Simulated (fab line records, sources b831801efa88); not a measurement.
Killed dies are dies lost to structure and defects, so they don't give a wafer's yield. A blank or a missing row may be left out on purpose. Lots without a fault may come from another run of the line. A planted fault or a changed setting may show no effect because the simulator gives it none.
Which tool did it? | flow gf180mcu | 14 lots, 42 wafers sampled, at 4 steps of a route of 602

WHAT THE GAUGES READ, wafer by wafer
GF_M3_RS_MEAS_05: measures by four-point-probe.
lot  | measured     | on            | M3_ALCU_RS (ohm/sq)
L732 | day 20 11:49 | film_metro-03 | 0.0690 0.0691 0.0683
L733 | day 20 16:58 | film_metro-02 | 0.0693 0.0687 0.0685
L734 | day 21 01:28 | film_metro-03 | 0.0703 0.0711 0.0698
L736 | day 21 21:43 | film_metro-04 | 0.0698 0.0700 0.0702
L737 | day 22 07:14 | film_metro-02 | 0.0700 0.0695 0.0692
L741 | day 23 22:07 | film_metro-02 | 0.0699 0.0692 0.0695
L742 | day 24 02:04 | film_metro-03 | 0.0693 0.0697 0.0696
L744 | day 24 17:47 | film_metro-02 | 0.0698 0.0697 0.0699
L745 | day 25 01:47 | film_metro-04 | 0.0707 0.0711 0.0700
L746 | day 25 07:50 | film_metro-04 | 0.0681 0.0689 0.0688
L748 | day 25 21:44 | film_metro-04 | 0.0693 0.0700 0.0690
L753 | day 27 12:02 | film_metro-04 | 0.0697 0.0694 0.0701

GF_M3_THK_MEAS_06: measures by xrf.
lot  | measured     | on            | M3_ALCU_THK (nm)
L732 | day 20 11:56 | film_metro-03 | 448 448 455
L733 | day 20 17:05 | film_metro-02 | 453 456 459
L734 | day 21 01:35 | film_metro-03 | 441 436 445
L736 | day 21 21:49 | film_metro-04 | 450 449 447
L737 | day 22 07:21 | film_metro-02 | 448 450 451
L741 | day 23 22:13 | film_metro-02 | 449 453 451
L742 | day 24 02:11 | film_metro-03 | 446 442 444
L744 | day 24 17:52 | film_metro-02 | 450 449 447
L745 | day 25 01:55 | film_metro-04 | 446 440 448
L746 | day 25 07:57 | film_metro-04 | 461 457 456
L748 | day 25 21:50 | film_metro-04 | 451 448 452
L753 | day 27 12:10 | film_metro-04 | 450 453 448

WHICH TOOL RAN EACH LOT (tool, then ch and the chambers of the sampled wafers, then the start)
lot  | GF_V2_CMP_26                  | GF_M3_SPUTTER_01
L732 | cmp-01 ch 0,3, day 20 11:21   | pvd_sputter-02, day 20 11:42
L733 | cmp-01 ch 0,2,3, day 20 16:30 | pvd_sputter-04, day 20 16:51
L734 | cmp-02 ch 0,1,3, day 21 01:00 | pvd_sputter-02, day 21 01:21
L736 | cmp-01 ch 1,2,3, day 21 21:19 | pvd_sputter-03, day 21 21:34
L737 | cmp-02 ch 0,1,2, day 22 06:49 | pvd_sputter-03, day 22 07:07
L738 | cmp-02 ch 1,2, day 22 12:48   | -
L739 | cmp-02 ch 0,1,2, day 22 22:53 | -
L741 | cmp-01 ch 2,3, day 23 21:32   | pvd_sputter-03, day 23 21:57
L742 | cmp-01 ch 1,2,3, day 24 01:36 | pvd_sputter-02, day 24 01:57
L744 | cmp-01 ch 2,3, day 24 17:15   | pvd_sputter-03, day 24 17:36
L745 | cmp-01 ch 0,2,3, day 25 01:03 | pvd_sputter-04, day 25 01:33
L746 | cmp-01 ch 0,1,3, day 25 07:22 | pvd_sputter-04, day 25 07:43
L748 | cmp-01 ch 1,2,3, day 25 21:16 | pvd_sputter-02, day 25 21:34
L753 | cmp-01 ch 0,2,3, day 27 11:31 | pvd_sputter-02, day 27 11:55
- GF_V2_CMP_26: polishes, stops on SiO2, t overpolish 15 s, target thk 0 nm.
- GF_M3_SPUTTER_01: material TiN, target thk 30 nm, time 24.6 s.

WHAT THE TOOLS THEMSELVES READ (means of the sampled wafers that have a number; where no wafer has one, the mark that the record gives instead)
GF_V2_CMP_26.
lot  | tool   | motor_current_A (A) | overpolish_run_s (s) | time_to_endpoint_s (s)
L732 | cmp-01 | 10.1                | 15.002               | 86
L733 | cmp-01 | 10.8                | 15.003               | 85
L734 | cmp-02 | 10.6                | 14.998               | 86
L736 | cmp-01 | 11.1                | 15.004               | 86
L737 | cmp-02 | 10.6                | 15.002               | 90
L738 | cmp-02 | 10.3                | 0.035                | 132
L739 | cmp-02 | 11.0                | 0.035                | 130
L741 | cmp-01 | 11.6                | 14.995               | 82
L742 | cmp-01 | 11.1                | 15.005               | 83
L744 | cmp-01 | 10.9                | 15.008               | 86
L745 | cmp-01 | 10.8                | 14.999               | 90
L746 | cmp-01 | 10.6                | 14.999               | 84
L748 | cmp-01 | 11.4                | 15.007               | 86
L753 | cmp-01 | 10.9                | 15.010               | 83

GF_M3_SPUTTER_01.
lot  | tool           | throttle_valve_pct (%)
L732 | pvd_sputter-02 | 30.3
L733 | pvd_sputter-04 | 29.1
L734 | pvd_sputter-02 | 29.7
L736 | pvd_sputter-03 | 29.9
L737 | pvd_sputter-03 | 29.4
L741 | pvd_sputter-03 | 30.0
L742 | pvd_sputter-02 | 29.7
L744 | pvd_sputter-03 | 29.9
L745 | pvd_sputter-04 | 29.6
L746 | pvd_sputter-04 | 29.9
L748 | pvd_sputter-02 | 30.4
L753 | pvd_sputter-02 | 29.6

THE ANSWER, worked out from the rows above alone
Rule: what is usual is taken from the lots themselves. Put in order of their means at a reading, lots are off if they are a third of the lots or fewer, leave a main group of 4 or more, and stand apart from it by a gap of 3 or more times the standard deviation of the main group's means; of several such gaps the widest counts. A main group whose means are all the same, to the digits that the tables above print for the reading, isn't used. A lot without any number at a reading at which 4 lots or more have one is off too. The other lots that the step has rows for count as sound. The gauges are gone through in route order, then the tools' own readings, and for those a lot's mean is taken as printed above. The first step at which some lot is off is used, and at that step the reading that is off furthest; a lot without a number counts as furthest.
Off: L738, L739, at GF_V2_CMP_26 (overpolish_run_s). The main group: mean 15.003 s, standard deviation 0.0042.
A tool fits if, at that step or a process step before it, it ran every lot that is off, and no sound lot after the first of them. One fits: cmp-02 at GF_V2_CMP_26. Its last sound lot is L737 (day 22 06:49), its first lot that is off L738 (day 22 12:48): a fault that began between those two fits.
The tool's own readings at GF_V2_CMP_26 bear it out: on the lots that are off they differ by more than 5 times the standard deviation of the sound lots' means. overpolish_run_s reads 0.035 s there against 15.003 s on the sound lots; time_to_endpoint_s reads 131 s there against 86 s on the sound lots.

WHAT THE SIMULATOR HAD PUT IN
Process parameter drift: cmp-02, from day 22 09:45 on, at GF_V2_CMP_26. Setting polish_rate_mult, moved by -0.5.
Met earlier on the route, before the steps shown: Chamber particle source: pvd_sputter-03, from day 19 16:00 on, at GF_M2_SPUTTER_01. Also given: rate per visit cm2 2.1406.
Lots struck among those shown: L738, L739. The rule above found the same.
